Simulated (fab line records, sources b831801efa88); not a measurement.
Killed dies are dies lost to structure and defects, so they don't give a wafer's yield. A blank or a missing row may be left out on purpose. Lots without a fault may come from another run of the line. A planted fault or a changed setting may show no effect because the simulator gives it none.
Chamber matching | flow gf180mcu | GF_V4_CVD_00 on hdpcvd-02: 3 sister chambers
The step deposits SiO2, target thk 600 nm, time 100 s. 3 wafers are shown with their chamber, then 6 later ones without.

WAFERS WITH THEIR CHAMBER
wafer  | chamber | sih4_flow_sccm (sccm)
L692.2 | 2       | 59.86
L712.3 | 1       | 60.05
L712.5 | 0       | 59.90

WAFERS WITHOUT THEIR CHAMBER
wafer  | sih4_flow_sccm (sccm)
L714.1 | 60.12
L714.4 | 60.25
L714.6 | 60.14
L715.4 | 60.09
L715.5 | 59.99
L715.6 | 60.04

WHICH CHAMBER EACH WENT THROUGH
wafer  | from the rows above          | in truth
L714.1 | can't be placed: 1 or 0 or 2 | 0
L714.4 | can't be placed: 1 or 0 or 2 | 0
L714.6 | can't be placed: 1 or 0 or 2 | 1
L715.4 | can't be placed: 1 or 0 or 2 | 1
L715.5 | can't be placed: 1 or 0 or 2 | 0
L715.6 | can't be placed: 1 or 0 or 2 | 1
Placed correctly: 0 of 6. Can't be placed from these rows: 6 (the true chamber is among the candidates in 6). Placed wrongly: 0.
How it was worked out, from the rows above alone: a wafer's distance from a chamber is the root of the sum, over the readings, of the square of ((its reading less the chamber's mean) divided by the reading's scatter). The wafer belongs to the nearest chamber; if the next one is less than 2 further off, it can't be placed. A chamber's mean is the mean of its shown wafers. The scatter: with one shown wafer a chamber, the root of the mean of the squares of how far each hidden wafer lies from its nearest shown one.
